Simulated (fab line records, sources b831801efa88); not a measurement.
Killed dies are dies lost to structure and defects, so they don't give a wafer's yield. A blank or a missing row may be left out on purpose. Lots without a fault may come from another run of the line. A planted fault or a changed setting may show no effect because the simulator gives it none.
Which tool did it? | flow gf180mcu | 14 lots, 39 wafers sampled, at 4 steps of a route of 602

WHAT THE GAUGES READ, wafer by wafer
GF_V2_THK_MEAS_03.
lot  | measured     | on            | V2_CVD_02_THK (nm)
L955 | day 19 06:25 | film_metro-01 | 836 846
L956 | day 19 15:09 | film_metro-02 | 848 834 848
L958 | day 20 08:23 | film_metro-03 | 830 837 855
L959 | day 20 17:46 | film_metro-02 | 845 859 854
L961 | day 21 14:55 | film_metro-03 | 833 838 845
L962 | day 22 07:38 | film_metro-02 | 850 872 869
L965 | day 23 03:43 | film_metro-02 | 842 850 857
L966 | day 23 15:43 | film_metro-02 | 847 867 853
L972 | day 25 07:59 | film_metro-01 | 839 857 843
L973 | day 25 15:14 | film_metro-03 | 849 874 870
L974 | day 25 22:40 | film_metro-01 | 846 836 853
L975 | day 26 06:14 | film_metro-01 | 848 876
L977 | day 26 19:14 | film_metro-03 | 879 865
L978 | day 27 02:02 | film_metro-02 | 838 861 865

GF_V2_OVL_MEAS_15.
lot  | measured     | on         | V2_OVL (nm)
L955 | day 20 06:58 | overlay-02 | 6 6
L956 | day 20 15:41 | overlay-02 | 5 0 1
L958 | day 21 09:17 | overlay-01 | 0 0 -7
L959 | day 21 18:11 | overlay-02 | 6 -3 0
L961 | day 22 15:17 | overlay-02 | 6 9 8
L962 | day 23 07:40 | overlay-02 | -4 4 -4
L965 | day 24 02:47 | overlay-01 | -6 -1 0
L966 | day 24 14:18 | overlay-02 | 8 4 7
L972 | day 26 06:17 | overlay-02 | 3 -1 -1
L973 | day 26 12:36 | overlay-01 | 2 -2 1
L974 | day 26 19:44 | overlay-02 | 8 6 4
L975 | day 27 03:01 | overlay-02 | 3 1
L977 | day 27 16:17 | overlay-01 | 2 -3
L978 | day 27 22:35 | overlay-02 | -1 -5 -8

WHICH TOOL RAN EACH LOT (tool, then ch and the chambers of the sampled wafers, then the start)
lot  | GF_V2_CVD_02                    | GF_V2_CMP_04
L955 | pecvd-04 ch 0,1, day 19 06:21   | cmp-01 ch 3, day 19 06:29
L956 | pecvd-01 ch 1,2, day 19 15:04   | cmp-01 ch 0,2,3, day 19 15:15
L958 | pecvd-04 ch 1,2, day 20 08:19   | cmp-02 ch 1,2, day 20 08:26
L959 | pecvd-01 ch 0,1,2, day 20 17:41 | cmp-02 ch 0,2,3, day 20 17:49
L961 | pecvd-04 ch 1,2, day 21 14:51   | cmp-02 ch 1,2, day 21 15:02
L962 | pecvd-04 ch 0,1, day 22 07:34   | cmp-02 ch 1,2, day 22 07:41
L965 | pecvd-04 ch 0,1,2, day 23 03:38 | cmp-02 ch 2,3, day 23 03:46
L966 | pecvd-03 ch 0,2, day 23 15:38   | cmp-01 ch 1,2, day 23 15:46
L972 | pecvd-03 ch 0,1,2, day 25 07:55 | cmp-01 ch 2,3, day 25 08:14
L973 | pecvd-03 ch 0,2, day 25 15:10   | cmp-02 ch 2,3, day 25 15:17
L974 | pecvd-04 ch 0,1, day 25 22:35   | cmp-02 ch 0,1,3, day 25 22:46
L975 | pecvd-03 ch 0,2, day 26 06:10   | cmp-01 ch 0,2, day 26 06:20
L977 | pecvd-03 ch 0,2, day 26 19:10   | cmp-02 ch 0,3, day 26 19:19
L978 | pecvd-01 ch 1,2, day 27 01:56   | cmp-01 ch 0,2,3, day 27 02:13
- GF_V2_CVD_02: deposits SiO2 from TEOS, target thk 850 nm, time 94.851 s.
- GF_V2_CMP_04: polishes SiO2.

WHAT THE TOOLS THEMSELVES READ (means of the sampled wafers that have a number; where no wafer has one, the mark that the record gives instead)
GF_V2_CVD_02.
lot  | tool     | heater_power_w (W)
L955 | pecvd-04 | 542
L956 | pecvd-01 | 751
L958 | pecvd-04 | 655
L959 | pecvd-01 | 731
L961 | pecvd-04 | 666
L962 | pecvd-04 | 556
L965 | pecvd-04 | 662
L966 | pecvd-03 | 776
L972 | pecvd-03 | 737
L973 | pecvd-03 | 763
L974 | pecvd-04 | 576
L975 | pecvd-03 | 652
L977 | pecvd-03 | 732
L978 | pecvd-01 | 753

GF_V2_CMP_04.
lot  | tool   | motor_current_A (A) | time_to_endpoint_s (s)
L955 | cmp-01 | 11.4                | 72
L956 | cmp-01 | 12.3                | 73
L958 | cmp-02 | 11.1                | 73
L959 | cmp-02 | 12.9                | 78
L961 | cmp-02 | 12.6                | 98
L962 | cmp-02 | 11.5                | 106
L965 | cmp-02 | 13.0                | 105
L966 | cmp-01 | 12.8                | 81
L972 | cmp-01 | 13.0                | 77
L973 | cmp-02 | 13.9                | 89
L974 | cmp-02 | 11.7                | 82
L975 | cmp-01 | 12.8                | 80
L977 | cmp-02 | 13.1                | 90
L978 | cmp-01 | 12.1                | 76

THE ANSWER, worked out from the rows above alone
Rule: what is usual is taken from the lots themselves. Put in order of their means at a reading, lots are off if they are a third of the lots or fewer, leave a main group of 4 or more, and stand apart from it by a gap of 3 or more times the standard deviation of the main group's means; of several such gaps the widest counts. A main group whose means are all the same, to the digits that the tables above print for the reading, isn't used. A lot without any number at a reading at which 4 lots or more have one is off too. The other lots that the step has rows for count as sound. The gauges are gone through in route order, then the tools' own readings, and for those a lot's mean is taken as printed above. The first step at which some lot is off is used, and at that step the reading that is off furthest; a lot without a number counts as furthest.
No lot is off at any reading shown: from this, nothing can be told.

WHAT THE SIMULATOR HAD PUT IN
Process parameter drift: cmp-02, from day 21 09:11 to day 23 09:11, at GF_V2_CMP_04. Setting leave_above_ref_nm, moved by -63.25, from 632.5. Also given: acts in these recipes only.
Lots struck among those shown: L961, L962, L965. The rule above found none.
